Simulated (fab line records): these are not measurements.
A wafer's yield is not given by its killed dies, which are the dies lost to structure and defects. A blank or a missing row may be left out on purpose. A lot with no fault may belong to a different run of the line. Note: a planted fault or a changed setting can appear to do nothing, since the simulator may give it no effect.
A single fault, viewed from 2 desks / flow gf180mcu / only its own numbers are on each desk; what lay behind them is given at the end

== FROM THE METROLOGY DESK ==
What the gauges read, lot by lot, whatever tool the lot ran on: means of the sampled wafers that have a number. Marked OUT: a lot whose mean sits more than 4 standard deviations from the usual mean, which makes it out of limits; the brackets give that distance.
Columns: A = V2_W_RS at GF_V2_RS_MEAS_24, usual 0.329 ohm/sq; B = V2_W_THK at GF_V2_THK_MEAS_25, usual 364 nm
lot=L297; first seen here=day 20 06:41; A=0.326; B=367
lot=L298; first seen here=day 20 17:43; A=0.330; B=361
lot=L300; first seen here=day 21 16:31; A=0.328; B=362
lot=L301; first seen here=day 21 20:31; A=0.356 (+7.4) OUT; B=338 (-5.2) OUT
lot=L302; first seen here=day 22 08:29; A=0.355 (+7.2) OUT; B=337 (-5.4) OUT
lot=L311; first seen here=day 26 00:06; A=0.327; B=366
lot=L313; first seen here=day 26 11:20; A=0.323; B=371
lot=L316; first seen here=day 26 23:28; A=0.333; B=360
lot=L315; first seen here=day 27 05:56; A=0.330; B=365
lot=L317; first seen here=day 27 12:42; A=0.333; B=359
lot=L318; first seen here=day 27 17:50; A=0.327; B=369
Finding of this desk: L301, L302 out of limits, first seen on L301 at day 21 20:31 (V2_W_RS at GF_V2_RS_MEAS_24). Within limits: L297, L298, L300, L311, L313, L316, L315, L317, L318.

== TOOL OWNER'S DESK, cvd w-01 ==
The tool's own readings at GF_V2_CVD_23 (deposits W, target thk 350 nm, time 104.94 s): means of the sampled wafers that have a number, for each lot that ran on this tool. Marked OUT: a lot whose mean sits more than 4 standard deviations from the usual mean, which makes it out of limits; the brackets give that distance.
Columns: A = chamber pressure Torr at GF_V2_CVD_23, usual 40.00 Torr; B = heater power w at GF_V2_CVD_23, usual 936 W
lot=L297; first seen here=day 20 06:34; A=39.86; B=881
lot=L298; first seen here=day 20 17:35; A=39.90; B=995
lot=L300; first seen here=day 21 16:25; A=40.02; B=986
lot=L301; first seen here=day 21 20:23; A=33.55 (-69) OUT; B=994
lot=L302; first seen here=day 22 08:22; A=33.57 (-68) OUT; B=980
lot=L311; first seen here=day 25 23:59; A=40.05; B=997
lot=L316; first seen here=day 26 23:21; A=40.03; B=997
lot=L315; first seen here=day 27 05:50; A=40.03; B=934
lot=L317; first seen here=day 27 12:29; A=40.10; B=887
lot=L318; first seen here=day 27 17:38; A=39.98; B=900
This desk finds L301, L302 out of limits, L301 being first, at day 21 20:23 (chamber pressure Torr at GF_V2_CVD_23). Within limits: L297, L298, L300, L311, L316, L315, L317, L318.

== TAKEN TOGETHER ==
The tool owner's desk had the chance to raise an alarm at day 21 20:23 on L301, L302.
The metrology desk could have raised an alarm at day 21 20:31, on L301, L302.
Of the lots named, all ran GF_V2_CVD_23 on cvd w-01.

== WHAT THE SIMULATOR PUT IN ==
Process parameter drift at GF_V2_CVD_23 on cvd w-01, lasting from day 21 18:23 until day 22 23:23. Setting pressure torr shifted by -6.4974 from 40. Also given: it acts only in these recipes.
Shown lots that were struck: L301, L302.
Counting hours from when the fault started, the first reading out of limits came at 2 for the tool owner's desk and at 2 for the metrology desk.
